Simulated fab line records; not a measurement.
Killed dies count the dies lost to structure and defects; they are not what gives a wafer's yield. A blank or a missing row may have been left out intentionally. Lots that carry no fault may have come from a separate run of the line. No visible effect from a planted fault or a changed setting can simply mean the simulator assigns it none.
Which of the tools did it?	flow gf180mcu	route of 602 steps, sampled at 1 step: 12 lots, 36 wafers

WHAT EACH GAUGE READ, for each wafer
GF_V4_OVL_MEAS_15.
lot	measured	on	V4_OVL (nm)
L075	day 25 03:04	overlay-01	0 1 -1
L077	day 25 11:36	overlay-01	15 6 6
L079	day 26 05:55	overlay-02	-2 2 -1
L081	day 27 01:09	overlay-02	-11 3 -1
L083	day 27 08:37	overlay-01	-9 -3 -9
L085	day 28 02:13	overlay-01	12 9 10
L087	day 28 15:04	overlay-02	-5 4 5
L089	day 29 10:51	overlay-01	-8 -3 -7
L091	day 29 22:32	overlay-01	1 0 3
L093	day 30 13:01	overlay-01	-1 -7 -8
L095	day 30 20:19	overlay-02	1 3 3
L097	day 31 15:06	overlay-01	3 0 0

WHICH TOOL RAN EACH LOT (tool, then ch and the chambers of the sampled wafers, then the start)
Before these readings, the record contains no process step.

THE ANSWER, worked out from the rows above alone
Rule: what is usual is taken from the lots themselves. Put in order of their means at a reading, lots are off if they are a third of the lots or fewer, leave a main group of 4 or more, and stand apart from it by a gap of 3 or more times the standard deviation of the main group's means; of several such gaps the widest counts. If all means in a main group match to the digits the tables above print for the reading, that group is not used. A lot without any number at a reading at which 4 lots or more have one is off too. Where the step has rows for the other lots, those lots are counted as sound.
No lot is off at any reading shown: from this, nothing can be told.

WHAT THE SIMULATOR HAD INSERTED
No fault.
